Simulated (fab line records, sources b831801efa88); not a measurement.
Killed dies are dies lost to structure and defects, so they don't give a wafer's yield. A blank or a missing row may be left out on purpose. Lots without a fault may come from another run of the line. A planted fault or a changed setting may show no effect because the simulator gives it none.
fab line records | flow sky130
record lots=5 wafers=15 last_day=48
route steps=708 shown GATE_OXIDE@192 POLY_GATE@204 RES_PROTECT@206
lots that met no fault: from a run of the same line without faults
start_h: hours from the record's first day to the start of the lot's first wafer shown | wait_h: hours since the lot's step before | " the same as in the row above | L1.1+2: a row that stands for several wafers | - no value, or no start given | * or withheld: withheld | < > ~ a bound
route shown NAME@n: a module of which the file shows steps, and the number in the route of the first | usual: mean/standard deviation of fault-free wafers | same: alike in all rows | chamber/n: place in a boat | sites: the reading at each site | _std_site: their standard deviation | _edge_site: outer sites' mean less inner sites' | radius_mm: how far each site lies from the wafer's centre | mask NAME#n: copy n | behind: the tool/chamber that last shaped the wafer | hold: why the lot was held/for how many hours/how that ended | device: the transistor (n, p or np) that didn't switch | end of line: the same wafers' tests at the end of the route | a step without rows: its recipe alone | killed: dies lost to structure and defects at the first sort, not the wafer's yield | map: a wafer's dies, x killed, . not, _ none there
set.NAME: the setting as run; set.NAME@STEP: as run at that earlier step | model.NAME: the simulator's own value behind a step, which no gauge read
lots at some steps of the route; a table a step, a row a wafer
services: from which hour (start_h, from the record's first day; less than 0 if before it) a tool's chamber was out of use, for how many hours, and why
## steps
# step SKY_GATE_OXIDE_COAT_05
# recipe resist=NOVOLAK spin_rpm=3000 resist_thk_nm=1140
# step SKY_GATE_OXIDE_SOFTBAKE_06
# recipe temp_c=90 time_s=60 resist=NOVOLAK
# step SKY_GATE_OXIDE_EXPOSE_07
# recipe mask_id=LVOM na=0.6 source_shape=conventional sigma_outer=0.6 polarization=unpolarized target_cd_nm=600 dose_mj=170
# step SKY_GATE_OXIDE_PEB_08
# recipe temp_c=withheld time_s=* resist=NOVOLAK
# step SKY_GATE_OXIDE_DEVELOP_09
# recipe resist=NOVOLAK developer=TMAH develop_time_s=60 dev_temp_c=23
# step SKY_GATE_OXIDE_OVL_MEAS_10
# usual GATE_OXIDE_OVL=1.1/1.4
# columns lot.wafer tool chamber start_h wait_h GATE_OXIDE_OVL[nm]
L591.2 overlay-02 - 352.90 0.1 3.4
L591.4 " - " " 2.4
L591.5 " - " " 2.6
L592.3 overlay-02 - 358.45 0.1 -1.7
L592.4 " - " " -0.1
L592.5 " - " " 1.0
L596.3 overlay-01 - 389.20 0.1 1.5
L596.4 " - " " 2.9
L596.6 " - " " -0.2
L598.2 overlay-02 - 414.65 0.1 1.7
L598.5 " - " " 1.2
L598.6 " - " " 1.2
L603.1 overlay-01 - 451.57 0.1 3.3
L603.2 " - " " 3.4
L603.3 " - " " 2.1
# step SKY_GATE_OXIDE_IMPLANT_11
# recipe species=B energy_kev=10 dose_cm2=2.6e+12 tilt_deg=withheld
# step SKY_GATE_OXIDE_WET_ETCH_12
# recipe chemistry=dHF target_depth_nm=16.8 dry=n2_spin target=SiO2 dilution=100:1 temp_c=25 time_s=336
# step SKY_GATE_OXIDE_STRIP_13
# recipe chemistry=O2/N2 power_w=1400 pressure_mtorr=1500 platen_temp_c=withheld o2_flow_sccm=3000 n2_flow_sccm=300 overash_fraction=0.5
# usual drypump_motor_current_A=5.7/0.36 oes_product_au=0.716/0.0044 strip_time_to_endpoint_s=14.20/0.043
# columns lot.wafer tool chamber start_h wait_h drypump_motor_current_A oes_product_au rf_hours_counter_h strip_time_to_endpoint_s
L591.2 plasma_asher-04 1 353.28 0.0 5.6 0.716 69 14.20
L591.4 " 0 " " 5.6 0.711 - 14.25
L591.5 " 0 " " 5.6 0.713 - 14.15
L592.3 plasma_asher-03 1 358.88 0.0 5.4 0.712 - 14.24
L592.4 " 0 " " 5.4 0.711 - 14.27
L592.5 " 1 " " 5.4 0.718 - 14.26
L596.3 plasma_asher-04 1 389.61 0.0 5.7 0.710 - 14.14
L596.4 " 0 " " 5.5 0.719 - 14.21
L596.6 " 0 " " 5.5 0.717 - 14.16
L598.2 plasma_asher-03 1 414.93 0.0 5.4 0.707 71 14.18
L598.5 " 1 " " 5.4 0.716 - 14.15
L598.6 " 0 " " 5.4 0.714 - 14.17
L603.1 plasma_asher-03 1 451.96 0.0 5.4 0.718 2 14.10
L603.2 " 0 " " 5.4 0.713 2 14.14
L603.3 " 0 " " 5.4 0.719 - 14.12
# step SKY_GATE_OXIDE_TW_MEAS_14
# usual GATE_OXIDE_TW=222.6/1
# columns lot.wafer tool chamber start_h wait_h GATE_OXIDE_TW
L591.2 film_metro-04 - 353.39 0.1 223.5
L591.4 " - " " 224.7
L591.5 " - " " 222.3
L592.3 film_metro-01 - 358.97 0.1 221.0
L592.4 " - " " 221.6
L592.5 " - " " 221.1
L596.3 film_metro-04 - 389.70 0.1 224.4
L596.4 " - " " 224.7
L596.6 " - " " 223.6
L598.2 film_metro-04 - 415.04 0.1 223.6
L598.5 " - " " 223.3
L598.6 " - " " 223.9
L603.1 film_metro-01 - 452.06 0.1 222.7
L603.2 " - " " 223.5
L603.3 " - " " 223.9
# step SKY_GATE_OXIDE_CLEAN_15
# recipe chemistry=SC1/SC2 mix=1:4:20 temp_c=70 time_s=150 dry=n2_spin
# step SKY_GATE_OXIDE_OXIDATION_16
# recipe temp_c=800 ambient=O2 idle_temp_c=700 ramp_up_c_per_min=10 ramp_down_c_per_min=3 stabilise_s=600 purge_s=300 target_thk_a=35.7 ox_time_s=1915
# step SKY_POLY_GATE_CVD_00
# recipe material=poly-Si target_thk_nm=180 temp_c=620 time_s=720 pressure_mtorr=200
# usual spike_tc_lower_C=621.3/1.1 spike_tc_upper_C=620.6/1.2
# columns lot.wafer tool chamber start_h wait_h spike_tc_lower_C spike_tc_upper_C model.poly-Si_of_POLY_GATE_CVD_00.thk_nm
L591.2 lpcvd-01 1 360.99 0.0 622.2 621.2 180.3
L591.4 " 1 " " 623.2 618.0 181.7
L591.5 " 1 " " 621.5 621.5 180.3
L592.3 lpcvd-01 1 360.99 0.0 621.8 618.3 177.8
L592.4 " 1 " " 622.6 617.5 179
L592.5 " 1 " " 622.4 619.6 178.8
L596.3 lpcvd-01 0 398.19 0.0 622.7 620.8 181.3
L596.4 " 0 " " 621.8 621.9 181.9
L596.6 " 0 " " 619.7 622.1 180.5
L598.2 lpcvd-01 1 418.91 0.0 621.0 621.0 178.9
L598.5 " 1 " " 620.2 619.7 180.4
L598.6 " 1 " " 621.9 621.3 181.7
L603.1 lpcvd-01 0 454.28 0.0 620.1 620.4 232.7
L603.2 " 0 " " 621.3 622.4 233.3
L603.3 " 0 " " 621.0 620.0 235.1
# step SKY_POLY_GATE_THK_MEAS_01
# recipe reads=poly-Si_of_POLY_GATE_CVD_00
# usual POLY_GATE_CVD_00_THK=180.3/1.3
# columns lot.wafer tool chamber start_h wait_h POLY_GATE_CVD_00_THK[nm]
L591.2 film_metro-02 - 362.80 0.0 180.3
L591.4 " - " " 181.7
L591.5 " - " " 180.2
L592.3 film_metro-03 - 362.81 0.0 177.9
L592.4 " - " " 179.1
L592.5 " - " " 178.7
L596.3 film_metro-02 - 399.41 0.0 181.2
L596.4 " - " " 181.8
L596.6 " - " " 180.6
L598.2 film_metro-02 - 420.12 0.0 179.0
L598.5 " - " " 180.4
L598.6 " - " " 181.6
L603.1 film_metro-02 - 455.48 0.0 232.7
L603.2 " - " " 233.3
L603.3 " - " " 235.1
# step SKY_RES_PROTECT_DEHYDRATE_00
# recipe temp_c=200 time_s=60
# step SKY_RES_PROTECT_HMDS_01
# recipe prime_time_s=60 prime_temp_c=120
# step SKY_RES_PROTECT_COAT_02
# recipe resist=NOVOLAK spin_rpm=3000 resist_thk_nm=1140
# step SKY_RES_PROTECT_SOFTBAKE_03
# recipe temp_c=90 time_s=60 resist=NOVOLAK
# step SKY_RES_PROTECT_EXPOSE_04
# recipe mask_id=RPM na=0.6 source_shape=conventional sigma_outer=0.6 polarization=unpolarized target_cd_nm=1270 dose_mj=131
# step SKY_RES_PROTECT_PEB_05
# recipe temp_c=withheld time_s=* resist=NOVOLAK
# step SKY_RES_PROTECT_DEVELOP_06
# recipe resist=NOVOLAK developer=TMAH develop_time_s=60 dev_temp_c=23
# step SKY_POLY_GATE_IMPLANT_02
# recipe species=P energy_kev=30 dose_cm2=7.7e+15 tilt_deg=0
# step SKY_RES_PROTECT_STRIP_07
# recipe chemistry=O2/N2 power_w=1400 pressure_mtorr=1500 platen_temp_c=withheld o2_flow_sccm=3000 n2_flow_sccm=300 overash_fraction=0.5
# usual drypump_motor_current_A=5.7/0.43 oes_product_au=0.518/0.0045 strip_time_to_endpoint_s=23.31/0.038
# columns lot.wafer tool chamber start_h wait_h drypump_motor_current_A oes_product_au rf_hours_counter_h strip_time_to_endpoint_s
L592.3 plasma_asher-01 0 389.67 0.1 5.1 0.519 - 23.36
L592.4 " 1 " " 5.9 0.517 - 23.36
L592.5 " 0 " " 5.1 0.516 - 23.35
L591.2 plasma_asher-04 0 389.94 0.1 5.5 0.519 73 23.29
L591.4 " 1 " " 5.7 0.513 - 23.30
L591.5 " 1 " " 5.7 0.514 - 23.26
L596.3 plasma_asher-02 1 427.95 0.1 5.9 0.527 - 23.26
L596.4 " 0 " " 6.4 0.514 - 23.30
L596.6 " 1 " " 5.9 0.511 - 23.30
L598.2 plasma_asher-01 1 450.34 0.1 5.9 0.515 31 23.27
L598.5 " 1 " " 5.9 0.520 - 23.33
L598.6 " 0 " " 5.1 0.519 - 23.24
L603.1 plasma_asher-02 1 486.17 0.1 5.9 0.518 62 23.26
L603.2 " 0 " " 6.5 0.509 62 23.27
L603.3 " 0 " " 6.5 0.518 - 23.31
# step SKY_RES_PROTECT_TW_MEAS_08
# usual POLY_GATE_TW=4023/37
# columns lot.wafer tool chamber start_h wait_h POLY_GATE_TW
L592.3 film_metro-03 - 389.76 0.1 4076
L592.4 " - " " 4087
L592.5 " - " " 4075
L591.2 film_metro-03 - 390.05 0.1 4081
L591.4 " - " " 4077
L591.5 " - " " 4097
L596.3 film_metro-03 - 428.04 0.1 4069
L596.4 " - " " 4058
L596.6 " - " " 4064
L598.2 film_metro-02 - 450.45 0.1 3989
L598.5 " - " " 3993
L598.6 " - " " 3999
L603.1 film_metro-02 - 486.27 0.1 4009
L603.2 " - " " 3989
L603.3 " - " " 4011
# step SKY_RES_PROTECT_CLEAN_09
# recipe chemistry=SC1/SC2 mix=1:4:20 temp_c=70 time_s=150 dry=n2_spin
# columns lot.wafer tool chamber start_h wait_h model.poly-Si_of_POLY_GATE_CVD_00.thk_nm
L592.3 wet_bench-01 0 389.86 0.1 177.2
L592.4 " 0 " " 178.4
L592.5 " 0 " " 178.2
L591.2 wet_bench-04 0 390.16 0.1 179.7
L591.4 " 0 " " 181.1
L591.5 " 0 " " 179.6
L596.3 wet_bench-03 0 428.08 0.0 180.7
L596.4 " 0 " " 181.3
L596.6 " 0 " " 179.9
L598.2 wet_bench-03 1 450.50 0.0 178.3
L598.5 " 1 " " 179.8
L598.6 " 1 " " 181.1
L603.1 wet_bench-03 3 486.33 0.1 232.1
L603.2 " 3 " " 232.7
L603.3 " 3 " " 234.5
# step SKY_POLY_GATE_CVD_03
# recipe material=Si3N4 precursor=DCS/NH3 target_thk_nm=75 temp_c=770 time_s=1290 pressure_mtorr=250
# step SKY_POLY_GATE_THK_MEAS_04
# recipe reads=Si3N4_of_POLY_GATE_CVD_03
# usual POLY_GATE_CVD_03_THK=75.1/0.58
# columns lot.wafer tool chamber start_h wait_h POLY_GATE_CVD_03_THK[nm]
L592.3 film_metro-03 - 391.33 0.0 74.6
L592.4 " - " " 74.6
L592.5 " - " " 74.6
L591.2 film_metro-02 - 392.68 0.0 75.0
L591.4 " - " " 75.4
L591.5 " - " " 74.9
L596.3 film_metro-04 - 432.00 0.0 75.0
L596.4 " - " " 74.6
L596.6 " - " " 74.6
L598.2 film_metro-03 - 452.60 0.0 75.4
L598.5 " - " " 75.5
L598.6 " - " " 75.6
L603.1 film_metro-02 - 487.73 0.0 76.0
L603.2 " - " " 75.9
L603.3 " - " " 75.9
# step SKY_POLY_GATE_DEHYDRATE_05
# recipe temp_c=200 time_s=60
# step SKY_POLY_GATE_HMDS_06
# recipe prime_time_s=60 prime_temp_c=120
# step SKY_POLY_GATE_COAT_07
# recipe resist=BARC temp_c=withheld time_s=withheld spin_rpm=3000 resist_thk_nm=110
# step SKY_POLY_GATE_COAT_08
# recipe resist=KrF-thick spin_rpm=3000 resist_thk_nm=450
# step SKY_POLY_GATE_SOFTBAKE_09
# recipe temp_c=100 time_s=90 resist=KrF-thick
# step SKY_POLY_GATE_EXPOSE_10
# recipe mask_id=P1M na=0.68 source_shape=conventional sigma_outer=0.6 target_cd_nm=150 dose_mj=28
# step SKY_POLY_GATE_PEB_11
# recipe peb_temp_c=withheld peb_time_s=withheld resist=KrF-thick
# step SKY_POLY_GATE_DEVELOP_12
# recipe develop_time_s=60 resist=KrF-thick dev_temp_c=21
# step SKY_POLY_GATE_CD_MEAS_13
# recipe target_cd_nm=150
# usual cd_nm=149.9/1.3
# columns lot.wafer tool chamber start_h wait_h cd_nm
L592.3 cd_sem-02 - 419.18 - 149.0
L592.4 " - " " 148.9
L592.5 " - " " 149.0
L591.2 cd_sem-01 - 421.56 - 150.1
L591.4 " - " " 150.5
L591.5 " - " " 150.3
L596.3 cd_sem-01 - 463.58 - 150.3
L596.4 " - " " 150.0
L596.6 " - " " 148.8
L598.2 cd_sem-01 - 483.21 - 148.2
L598.5 " - " " 147.3
L598.6 " - " " 148.9
L603.1 cd_sem-01 - 518.34 - 150.8
L603.2 " - " " 152.1
L603.3 " - " " 151.1
# step SKY_POLY_GATE_OVL_MEAS_14
# usual POLY_GATE_OVL=-5/4.8
# columns lot.wafer tool chamber start_h wait_h POLY_GATE_OVL[nm]
L592.3 overlay-01 - 419.27 0.1 -3
L592.4 " - " " -11
L592.5 " - " " -4
L591.2 overlay-01 - 421.66 0.1 -3
L591.4 " - " " -4
L591.5 " - " " -1
L596.3 overlay-01 - 463.67 0.1 -1
L596.4 " - " " -17
L596.6 " - " " -8
L598.2 overlay-01 - 483.31 0.1 -8
L598.5 " - " " -3
L598.6 " - " " -2
L603.1 overlay-01 - 518.46 0.1 -8
L603.2 " - " " -7
L603.3 " - " " -7
# step SKY_POLY_GATE_ETCH_15
# recipe chemistry=N2/H2 target=BARC ion_energy_ev=200 source_w=500 bias_w=100 pressure_mtorr=30 n2_flow_sccm=100 h2_flow_sccm=200 stop_on=SiO2 time_s=118.5 target_depth_a=1100
# usual drypump_motor_current_A=5.8/0.46 oes_product_au=0.716/0.0047 throttle_valve_pct=13.213/0.0095
# columns lot.wafer tool chamber start_h wait_h drypump_motor_current_A oes_product_au rf_hours_counter_h throttle_valve_pct
L592.3 rie_diel-01 3 419.29 0.0 4.8 0.712 42 13.216
L592.4 " 3 " " 4.8 0.716 - 13.214
L592.5 " 1 " " 6.3 0.712 - 13.221
L591.2 rie_diel-03 3 421.69 0.0 6.0 0.714 14 13.205
L591.4 " 1 " " 4.8 0.716 8 13.210
L591.5 " 1 " " 4.8 0.712 - 13.222
L596.3 rie_diel-02 3 463.69 0.0 6.2 0.708 64 13.212
L596.4 " 2 " " 5.9 0.712 83 13.214
L596.6 " 1 " " 5.4 0.716 - 13.219
L598.2 rie_diel-02 3 483.34 0.0 6.1 0.716 64 13.197
L598.5 " 0 " " 5.8 0.721 - 13.210
L598.6 " 1 " " 5.5 0.726 - 13.212
L603.1 rie_diel-02 3 518.49 0.0 6.2 0.712 65 13.221
L603.2 " 2 " " 5.9 0.721 84 13.211
L603.3 " 1 " " 5.4 0.724 12 13.185
# step SKY_POLY_GATE_ETCH_16
# recipe stop_on=poly-Si chemistry=CH3F/O2 target=Si3N4 source_w=400 bias_w=80 pressure_mtorr=25 ch3f_flow_sccm=40 O2_flow_sccm=30 time_s=147.5 target_depth_a=750
# usual drypump_motor_current_A=5.8/0.46 oes_product_au=0.640/0.005 throttle_valve_pct=10.535/0.0092
# columns lot.wafer tool chamber start_h wait_h drypump_motor_current_A oes_product_au rf_hours_counter_h throttle_valve_pct
L592.3 rie_diel-01 3 419.38 0.0 4.8 0.639 42 10.530
L592.4 " 3 " " 4.8 0.635 - 10.521
L592.5 " 1 " " 6.2 0.645 - 10.542
L591.2 rie_diel-03 3 421.78 0.0 5.9 0.640 14 10.528
L591.4 " 1 " " 4.8 0.631 8 10.534
L591.5 " 1 " " 4.8 0.642 - 10.533
L596.3 rie_diel-02 3 463.78 0.0 6.1 0.649 64 10.526
L596.4 " 2 " " 5.9 0.633 83 10.545
L596.6 " 1 " " 5.4 0.641 - 10.535
L598.2 rie_diel-02 3 483.43 0.0 6.1 0.642 64 10.522
L598.5 " 0 " " 5.8 0.646 - 10.533
L598.6 " 1 " " 5.5 0.643 - 10.539
L603.1 rie_diel-02 3 518.58 0.0 6.1 0.646 65 10.524
L603.2 " 2 " " 5.9 0.646 84 10.533
L603.3 " 1 " " 5.5 0.642 12 10.515
# step SKY_POLY_GATE_ETCH_17
# recipe target_depth_nm=180 stop_on=SiO2 over_etch_frac=0.56667 chemistry=HBr/Cl2 target=poly-Si icp_w=400 bias_w=100 pressure_mtorr=10 HBr_flow_sccm=150 Cl2_flow_sccm=50 time_s=70.5
# usual drypump_motor_current_A=5.6/0.58 oes_product_au=0.989/0.0067 throttle_valve_pct=33.684/0.009
# columns lot.wafer tool chamber start_h wait_h drypump_motor_current_A oes_product_au rf_hours_counter_h throttle_valve_pct model.etch.depth_nm model.POLY_GATE.feature_depth_nm
L592.3 rie_si-01 1 419.48 0.0 6.0 0.971 4 33.682 177.2 177.2
L592.4 " 2 " " 5.6 0.979 39 33.673 178 178
L592.5 " 1 " " 6.0 0.989 - 33.690 178.2 178.2
L591.2 rie_si-02 3 421.88 0.0 6.7 0.995 77 33.677 179.7 179.7
L591.4 " 1 " " 5.0 0.990 - 33.694 181.1 181.1
L591.5 " 3 " " 6.7 0.996 - 33.681 179.6 179.6
L596.3 rie_si-02 3 463.88 0.0 6.7 0.997 0 33.689 180.7 180.7
L596.4 " 0 " " 4.7 0.998 1 33.693 181.3 181.3
L596.6 " 2 " " 5.4 0.978 - 33.685 177.2 177.2
L598.2 rie_si-02 1 483.53 0.0 4.9 0.988 1 33.671 178.3 178.3
L598.5 " 2 " " 5.4 0.975 - 33.691 176.8 176.8
L598.6 " 3 " " 6.7 0.995 - 33.687 181 181
L603.1 rie_si-01 1 518.68 0.0 6.0 1.007 4 33.676 181.9 181.9
L603.2 " 2 " " 5.6 1.002 39 33.677 181.2 181.2
L603.3 " 0 " " 5.7 1.008 2 33.684 181.1 181.1
# step SKY_POLY_GATE_STRIP_18
# recipe chemistry=O2/N2 power_w=1400 pressure_mtorr=1500 platen_temp_c=withheld o2_flow_sccm=3000 n2_flow_sccm=300 overash_fraction=0.5
# usual drypump_motor_current_A=5.7/0.44 oes_product_au=0.361/0.0045 strip_time_to_endpoint_s=3.16/0.034
# columns lot.wafer tool chamber start_h wait_h drypump_motor_current_A oes_product_au rf_hours_counter_h strip_time_to_endpoint_s
L592.3 plasma_asher-03 1 419.57 0.1 5.5 0.358 - 3.15
L592.4 " 0 " " 5.4 0.357 - 3.15
L592.5 " 1 " " 5.4 0.363 - 3.14
L591.2 plasma_asher-02 0 421.93 0.0 6.4 0.357 55 3.16
L591.4 " 1 " " 5.9 0.359 - 3.10
L591.5 " 1 " " 5.9 0.366 - 3.10
L596.3 plasma_asher-02 0 463.97 0.1 6.4 0.355 - 3.19
L596.4 " 1 " " 5.9 0.363 - 3.16
L596.6 " 0 " " 6.4 0.350 - 3.11
L598.2 plasma_asher-02 1 483.58 0.0 5.9 0.369 61 3.19
L598.5 " 1 " " 5.9 0.367 - 3.13
L598.6 " 0 " " 6.5 0.357 - 3.09
L603.1 plasma_asher-03 1 518.73 0.0 5.4 0.361 9 3.21
L603.2 " 0 " " 5.4 0.360 9 3.17
L603.3 " 0 " " 5.4 0.358 - 3.15
## services
# columns tool chamber start_h hours kind
plasma_asher-04 - 337.86 1.8 repair
rie_diel-02 3 354.61 3.8 repair
plasma_asher-01 - 356.75 6.5 repair
rie_diel-01 - 369.68 2.5 repair
rie_si-02 0 391.91 8.0 repair
wet_bench-04 - 399.80 1.8 repair
rie_diel-01 0 408.63 13.0 repair
rie_diel-02 3 412.81 5.5 repair
plasma_asher-03 - 421.25 9.0 pm
plasma_asher-03 - 431.08 2.7 repair
rie_diel-02 - 437.88 0.3 repair
lpcvd-01 - 438.65 4.3 pm
plasma_asher-04 - 441.68 1.2 repair
rie_diel-02 0 443.66 4.8 repair
rie_diel-01 2 444.66 8.8 repair
rie_diel-03 0 445.46 9.3 repair
rie_diel-01 - 447.01 1.8 repair
rie_diel-02 2 454.26 4.1 repair
rie_si-01 3 463.21 3.3 repair
rie_si-01 - 470.57 14.6 pm
plasma_asher-02 - 477.91 0.9 repair
rie_diel-01 3 482.67 8.0 repair
wet_bench-01 - 494.19 7.4 repair
rie_si-02 - 508.92 2.8 pm
## key
first_sign step=SKY_POLY_GATE_THK_MEAS_01 reading=POLY_GATE_CVD_00_THK direction=up sigmas=42 usual=180.3 struck=233.7
effect step=SKY_POLY_GATE_ETCH_17 reading=oes_product_au direction=up sigmas=2.5 usual=0.989 struck=1.006
model_effect step=SKY_POLY_GATE_CVD_00 value=poly-Si_of_POLY_GATE_CVD_00.thk_nm without=177.2 struck=233.7
model_effect step=SKY_RES_PROTECT_CLEAN_09 value=poly-Si_of_POLY_GATE_CVD_00.thk_nm without=176.5 struck=233.1
model_effect step=SKY_POLY_GATE_ETCH_17 value=etch.depth_nm without=176.5 struck=181.4
met_at SKY_POLY_GATE_CVD_00
struck_wafers L603.1,L603.2,L603.3
later_rows_left_out L603.1,L603.2,L603.3
sort_left_out L603.1,L603.2,L603.3
tester_left_out L603
onset_between 398.19 454.28
also_fits time
fault kind=process_parameter_drift tool=lpcvd-01 chamber=0 onset_h=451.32 steps=SKY_POLY_GATE_CVD_00 channel=target_thk_nm offset=56.54 shape=step end_h=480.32 stated=180
# tester_left_out: of these lots the tester's yield and bins aren't shown, on N5 and GAA mostly nor the transistor test; their killed dies are dies lost to structure and defects alone, not to doping, threshold or leakage, so they don't give the yield
# sort_left_out: the simulated sort isn't trusted on such a fault, so these wafers' sort isn't shown, and their yield isn't known
# later_rows_left_out: the simulator's readings of these wafers behind a module that went badly wrong aren't trusted and aren't shown, but for the sort
